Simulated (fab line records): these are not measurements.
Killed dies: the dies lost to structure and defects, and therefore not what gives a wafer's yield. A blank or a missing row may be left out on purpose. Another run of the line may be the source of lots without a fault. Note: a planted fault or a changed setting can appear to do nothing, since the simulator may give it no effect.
Struck lot and sound lot, side by side || flow gf180mcu || 18 out of 602 route steps
Sound: these wafers, L619.1, L619.4, L619.6. Struck: wafer L611.1 (left out: L611.4, a lot-mate that was not struck); the cause follows at the end.
At each step with rows: each side's tool, then ch and its chambers, then its first start. Under that, the readings that differ: sound wafers || struck wafers || difference of the means || sigmas: that difference in standard deviations of wafers without a fault.
alike: readings with means less than 2 such deviations apart, plus words and numbers identical on both sides. not compared: withheld readings, readings lacking a value on some wafer, bounds such as >300 that could conceal the same value, and numbers that have no deviation in the record and whose values overlap.
The two part at a step that has a row with sigmas, a row that says differs or no value, or rows on one side only. When numbers do not overlap yet have no deviation, they are printed without sigmas and do not part them. A reading that every wafer of one side lacks parts them only if that side has two wafers or more.

first, 2 steps without rows for these wafers: GF_CONTACT_PEB_12 (peb time 90 s); GF_CONTACT_DEVELOP_13 (develop time 60 s).
GF_CONTACT_CD_MEAS_14: target cd 220 nm.
  struck on cd_sem-01, day 20 15:11; sound on cd_sem-01, day 23 11:28
  alike: cd_nm
GF_CONTACT_OVL_MEAS_15:
  struck on overlay-02, day 20 15:19; sound on overlay-02, day 23 11:35
  alike: CONTACT_OVL
GF_CONTACT_ETCH_16: etches BARC in N2/H2.
  sound on rie_diel-02 ch 0,1,2, day 23 11:37; struck on rie_diel-04 ch 0, day 20 15:20
{"reading": "throttle_valve_pct (%)", "sound": "13.218 13.221 13.203", "struck": 13.233, "difference": "+0.019", "sigmas": "+2"}
  alike: drypump_motor_current_A, n2_flow_sccm, oes_product_au
then, 1 step without rows for these wafers: GF_CONTACT_ETCH_17 (etches SiO2 in C4F8/O2/Ar, stops on CoSi2, target depth 860 nm).
GF_CONTACT_STRIP_18: strips in O2/N2.
  sound on plasma_asher-01 ch 0, day 23 11:47; struck on plasma_asher-04 ch 0, day 20 15:35
{"reading": "heater_power_w (W)", "sound": "460 459 463", "struck": 315, "difference": -146, "sigmas": -2}
  alike: drypump_motor_current_A, n2_flow_sccm, oes_product_au
  not compared: rf_hours_counter_h
then, 3 steps without rows for these wafers: GF_CONTACT_CLEAN_19 (cleans in SPM); GF_CONTACT_CLEAN_20 (cleans in DIW); GF_CONTACT_CLEAN_21 (cleans in dHF, time 20 s).
GF_CONTACT_SPUTTER_22: material Ti, target thk 15 nm, time 80.02 s.
  struck on pvd_sputter-03, day 20 15:54; sound on pvd_sputter-03, day 23 12:07
  alike: substrate_temp_c, throttle_valve_pct
GF_CONTACT_SPUTTER_23: material TiN, target thk 10 nm, time 40 s.
  struck on pvd_sputter-03, day 20 15:58; sound on pvd_sputter-03, day 23 12:10
  alike: throttle_valve_pct
GF_CONTACT_CVD_24: deposits W, target thk 300 nm, time 90.339 s.
  sound on cvd_w-01 ch 0,1, day 23 12:13; struck on cvd_w-02 ch 1, day 20 16:00
{"reading": "heater_power_w (W)", "sound": "864 886 821", "struck": 753, "difference": -104, "sigmas": -3}
{"reading": "model.W_of_CONTACT_CVD_24.thk_nm (nm)", "sound": "303.2 303 300.7", "struck": 471.8, "difference": "+169.5", "sigmas": ""}
  alike: heater_power_outer_w
GF_CONTACT_RS_MEAS_25: uses a four-point probe to measure.
  struck on film_metro-03, day 20 16:07; sound on film_metro-03, day 23 12:19
{"reading": "CONTACT_W_RS (ohm/sq)", "sound": "0.378 0.379 0.381", "struck": 0.242, "difference": -0.137, "sigmas": -36}
GF_CONTACT_THK_MEAS_26: measures by xrf.
  struck on film_metro-03, day 20 16:14; sound on film_metro-03, day 23 12:26
{"reading": "CONTACT_W_THK (nm)", "sound": "323 322 321", "struck": 532, "difference": "+210", "sigmas": "+48"}
GF_CONTACT_CMP_27: polishes, stops on SiO2, t overpolish 15 s, target thk 0 nm.
  sound on cmp-02 ch 0,1, day 23 12:29; struck on cmp-02 ch 0, day 20 16:17
{"reading": "time_to_endpoint_s (s)", "sound": "76 73 77", "struck": 120, "difference": "+45", "sigmas": "+13"}
  alike: motor_current_A
GF_M1_SPUTTER_00: material Ti, target thk 37.5 nm, time 150 s.
  struck on pvd_sputter-01, day 20 16:35; sound on pvd_sputter-02, day 23 12:47
  alike: substrate_temp_c, throttle_valve_pct
after that, 1 step had no rows for these wafers: GF_PASSIVATION_PROBE_99.

## WHERE THEY PART
At GF_CONTACT_ETCH_16 first; at GF_CONTACT_CMP_27 last (within this record only). Later steps at which nothing parts them and some readings are alike: GF_M1_SPUTTER_00.

WHY: what the simulator had put in
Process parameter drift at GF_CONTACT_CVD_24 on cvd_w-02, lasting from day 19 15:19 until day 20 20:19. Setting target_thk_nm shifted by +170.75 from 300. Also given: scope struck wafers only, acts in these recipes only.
